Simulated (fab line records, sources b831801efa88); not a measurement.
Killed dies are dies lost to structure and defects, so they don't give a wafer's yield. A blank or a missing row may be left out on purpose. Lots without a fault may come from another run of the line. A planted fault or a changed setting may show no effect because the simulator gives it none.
Which tool did it? | flow gf180mcu | 14 lots, 42 wafers sampled, at 4 steps of a route of 602

WHAT THE GAUGES READ, wafer by wafer
GF_V3_OVL_MEAS_15.
lot  | measured     | on         | V3_OVL (nm)
L928 | day 23 03:40 | overlay-01 | -2 1 4
L930 | day 23 17:48 | overlay-02 | -9 -4 -9
L931 | day 24 03:27 | overlay-01 | 2 -4 0
L932 | day 24 15:06 | overlay-02 | -7 4 -1
L933 | day 24 16:13 | overlay-01 | -6 -7 -7
L934 | day 25 05:50 | overlay-01 | 0 4 -1
L936 | day 25 21:25 | overlay-01 | 4 -4 -2
L938 | day 26 08:16 | overlay-01 | 7 -9 1
L940 | day 27 04:58 | overlay-02 | 0 2 4
L943 | day 27 19:19 | overlay-01 | -4 8 -2
L945 | day 28 04:31 | overlay-01 | 0 -4 6
L948 | day 28 21:24 | overlay-02 | -3 6 -1
L949 | day 29 05:34 | overlay-02 | 1 12 11
L950 | day 29 07:01 | overlay-02 | -2 -2 4

GF_M4_CD_MEAS_14: target cd 280 nm.
lot  | measured     | on        | cd_nm (nm)
L928 | day 24 04:36 | cd_sem-02 | 280.1 280.3 280.0
L930 | day 24 16:50 | cd_sem-02 | 279.5 281.8 280.2
L931 | day 25 02:36 | cd_sem-02 | 278.0 277.4 278.7
L932 | day 25 14:00 | cd_sem-02 | 281.4 280.3 282.6
L933 | day 25 14:25 | cd_sem-02 | 281.6 281.9 280.7
L934 | day 26 04:31 | cd_sem-02 | 279.5 278.4 279.0
L936 | day 26 21:15 | cd_sem-01 | 279.3 279.9 280.5
L938 | day 27 06:20 | cd_sem-02 | 278.2 278.2 278.6
L940 | day 28 01:50 | cd_sem-01 | 279.2 278.8 280.2
L943 | day 28 16:41 | cd_sem-02 | 280.3 279.8 280.6
L945 | day 29 01:43 | cd_sem-02 | 280.6 280.5 280.5
L948 | day 29 17:32 | cd_sem-02 | 279.4 279.8 280.8
L949 | day 30 02:06 | cd_sem-01 | 280.6 280.6 281.6
L950 | day 30 03:42 | cd_sem-01 | 281.1 280.5 281.0

WHICH TOOL RAN EACH LOT (tool, then ch and the chambers of the sampled wafers, then the start)
lot  | GF_M4_SPUTTER_03             | GF_M4_SPUTTER_04
L928 | pvd_sputter-04, day 23 05:44 | pvd_sputter-04, day 23 05:46
L930 | pvd_sputter-04, day 23 19:23 | pvd_sputter-04, day 23 19:25
L931 | pvd_sputter-01, day 24 05:00 | pvd_sputter-01, day 24 05:01
L932 | pvd_sputter-03, day 24 16:41 | pvd_sputter-03, day 24 16:42
L933 | pvd_sputter-03, day 24 17:47 | pvd_sputter-03, day 24 17:48
L934 | pvd_sputter-04, day 25 07:22 | pvd_sputter-04, day 25 07:23
L936 | pvd_sputter-04, day 26 00:07 | pvd_sputter-04, day 26 00:08
L938 | pvd_sputter-01, day 26 09:51 | pvd_sputter-01, day 26 09:52
L940 | pvd_sputter-01, day 27 06:32 | pvd_sputter-01, day 27 06:33
L943 | pvd_sputter-04, day 27 20:51 | pvd_sputter-04, day 27 20:52
L945 | pvd_sputter-04, day 28 06:04 | pvd_sputter-04, day 28 06:05
L948 | pvd_sputter-01, day 28 23:03 | pvd_sputter-01, day 28 23:04
L949 | pvd_sputter-01, day 29 07:07 | pvd_sputter-01, day 29 07:08
L950 | pvd_sputter-01, day 29 08:34 | pvd_sputter-01, day 29 08:35
- GF_M4_SPUTTER_03: material Ti, target thk 10 nm, time 6.7 s.
- GF_M4_SPUTTER_04: material TiN, target thk 50 nm, time 41.7 s.

WHAT THE TOOLS THEMSELVES READ (means of the sampled wafers that have a number; where no wafer has one, the mark that the record gives instead)
GF_M4_SPUTTER_03.
lot  | tool           | cathode_dc_power_W (W) | throttle_valve_pct (%)
L928 | pvd_sputter-04 | 3000.0                 | 31.2
L930 | pvd_sputter-04 | 3000.0                 | 30.2
L931 | pvd_sputter-01 | 3000.3                 | 29.2
L932 | pvd_sputter-03 | 3000.4                 | 30.9
L933 | pvd_sputter-03 | 2999.6                 | 30.0
L934 | pvd_sputter-04 | 2999.8                 | 29.4
L936 | pvd_sputter-04 | 3000.3                 | 29.3
L938 | pvd_sputter-01 | 2999.8                 | 29.4
L940 | pvd_sputter-01 | 3000.3                 | 31.2
L943 | pvd_sputter-04 | 3000.1                 | 29.4
L945 | pvd_sputter-04 | 3000.3                 | 28.5
L948 | pvd_sputter-01 | 2999.2                 | 29.7
L949 | pvd_sputter-01 | 3000.2                 | 31.1
L950 | pvd_sputter-01 | 3000.5                 | 28.3

GF_M4_SPUTTER_04.
lot  | tool           | cathode_dc_power_W (W) | throttle_valve_pct (%)
L928 | pvd_sputter-04 | 6500.7                 | 31.3
L930 | pvd_sputter-04 | 6499.4                 | 30.4
L931 | pvd_sputter-01 | 6499.6                 | 29.4
L932 | pvd_sputter-03 | 6499.8                 | 30.9
L933 | pvd_sputter-03 | 6500.2                 | 29.8
L934 | pvd_sputter-04 | 6500.0                 | 29.4
L936 | pvd_sputter-04 | 6499.3                 | 29.4
L938 | pvd_sputter-01 | 6499.0                 | 29.5
L940 | pvd_sputter-01 | 6500.3                 | 31.2
L943 | pvd_sputter-04 | 6035.1                 | 29.5
L945 | pvd_sputter-04 | 6035.2                 | 28.4
L948 | pvd_sputter-01 | 6499.9                 | 29.8
L949 | pvd_sputter-01 | 6500.8                 | 31.3
L950 | pvd_sputter-01 | 6500.6                 | 28.3

THE ANSWER, worked out from the rows above alone
Rule: what is usual is taken from the lots themselves. Put in order of their means at a reading, lots are off if they are a third of the lots or fewer, leave a main group of 4 or more, and stand apart from it by a gap of 3 or more times the standard deviation of the main group's means; of several such gaps the widest counts. A main group whose means are all the same, to the digits that the tables above print for the reading, isn't used. A lot without any number at a reading at which 4 lots or more have one is off too. The other lots that the step has rows for count as sound. The gauges are gone through in route order, then the tools' own readings, and for those a lot's mean is taken as printed above. The first step at which some lot is off is used, and at that step the reading that is off furthest; a lot without a number counts as furthest.
Off: L943, L945, at GF_M4_SPUTTER_04 (cathode_dc_power_W). The main group: mean 6500.0 W, standard deviation 0.55.
A tool fits if, at that step or a process step before it, it ran every lot that is off, and no sound lot after the first of them. One fits: pvd_sputter-04 at GF_M4_SPUTTER_03 and GF_M4_SPUTTER_04. At GF_M4_SPUTTER_03 its last sound lot is L936 (day 26 00:07), its first lot that is off L943 (day 27 20:51): a fault that began between those two fits.

WHAT THE SIMULATOR HAD PUT IN
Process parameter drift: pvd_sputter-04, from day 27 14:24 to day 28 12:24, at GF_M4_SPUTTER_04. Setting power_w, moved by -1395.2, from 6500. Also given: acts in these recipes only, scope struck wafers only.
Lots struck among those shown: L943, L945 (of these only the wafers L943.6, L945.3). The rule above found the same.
